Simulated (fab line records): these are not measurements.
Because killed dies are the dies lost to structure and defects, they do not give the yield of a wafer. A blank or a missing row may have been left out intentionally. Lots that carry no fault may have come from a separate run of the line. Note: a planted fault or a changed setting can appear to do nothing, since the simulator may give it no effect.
A struck lot beside a sound one ; flow gf180mcu ; 15 out of 602 route steps
Sound: the wafers L762.2, L762.4, L762.5. Wafers struck: L766.1, L766.3, L766.4. The cause comes at the end.
Each step with rows lists, per side, the tool, then ch with its chambers, then its first start. Under that, the readings that differ: sound wafers ; struck wafers ; difference of the means ; sigmas: that difference in standard deviations of wafers without a fault.
alike: readings whose means differ by less than 2 such deviations, and words and numbers that are the same on both sides. not compared: withheld readings, readings that some wafer has no value for, bounds like >300 that may hide the same value, and numbers for which the record gives no deviation and whose values overlap.
Wherever a step has rows on one side only, a row that says differs or no value, or a row with sigmas, the two part there. Numbers that have no deviation but don't overlap get no sigmas and don't part them. Lack of a reading on every wafer of one side parts them only where that side has two or more wafers.

GF_MIM_STRIP_20: strips in O2/N2.
  sound on plasma-asher-03 ch 0,1, day 26 14:54; struck on plasma-asher-03 ch 0,1, day 28 09:42
  alike: drypump-motor-current-A, heater-power-w, n2-flow-sccm, o2-flow-sccm, oes-product-au, platen-temp-c, strip-time-to-endpoint-s
  not compared: rf-hours-counter-h
then, 9 steps without rows for these wafers: GF_MIM_STRIP_21 (strips in post etch residue remover, time 1200 s); GF_MIM_CLEAN_22 (cleans in DIW); GF_M5_DEHYDRATE_00 (time 60 s); GF_M5_HMDS_01 (prime time 60 s); GF_M5_COAT_02 (resist thk 1000 nm); GF_M5_SOFTBAKE_03 (time 60 s); GF_M5_EXPOSE_04 (exposes mask Metal5, target cd 280 nm); GF_M5_PEB_05 (peb time 90 s); GF_M5_DEVELOP_06 (develop time 60 s).
GF_M5_CD_MEAS_07: target cd 280 nm.
  sound on cd-sem-02 at day 27 11:48; struck on cd-sem-02 at day 29 05:20
  alike: cd-nm
GF_M5_OVL_MEAS_08:
  sound on overlay-01 at day 27 11:55; struck on overlay-02 at day 29 05:27
  alike: M5_OVL
GF_M5_ETCH_09: etches Si3N4 in CF4/O2, target depth 52 nm, time 11.6 s.
  sound on rie-diel-04 ch 2,3, day 27 11:56; struck on rie-diel-01 ch 0,1,2, day 29 05:29
reading;sound;struck;difference;sigmas
oes-product-au (a.u.);1.023 1.004 1.012;1.086 1.079 1.085;+0.070;+8
rf-fwd-power-W (W);793 788 788;904 914 908;+119;+28
model.etch.depth-nm (nm);53.55 52.39 52.35;59.66 58.44 58.94;+6.25;
model.KrF_of_M5_COAT_02.thk-nm (nm);948.4 947.9 950.4;946.3 945.9 947.1;-2.5;
  alike: bias-w, drypump-motor-current-A, throttle-valve-pct
  not compared: rf-hours-counter-h
GF_M5_METAL_ETCH_10: etches the open film in Cl2/BCl3, stops on SiO2, target depth 627.5 nm, time 104.6 s.
  sound on rie-metal-01 ch 0,1, day 27 11:58; struck on rie-metal-04 ch 0,1, day 29 05:31
  alike: bias-w, drypump-motor-current-A, oes-product-au, rf-fwd-power-W, throttle-valve-pct
  not compared: rf-hours-counter-h
GF_PASSIVATION_PROBE_99:
  sound wafers here have rows in the record (prober-02, day 30 04:11); struck ones have none

== WHERE THEY PART ==
Last at GF_PASSIVATION_PROBE_99 as far as this record goes, first at GF_M5_ETCH_09.

WHY: what had been put in by the simulator
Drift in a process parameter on rie-diel-01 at GF_M5_ETCH_09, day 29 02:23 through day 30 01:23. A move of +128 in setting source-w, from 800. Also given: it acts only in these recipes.
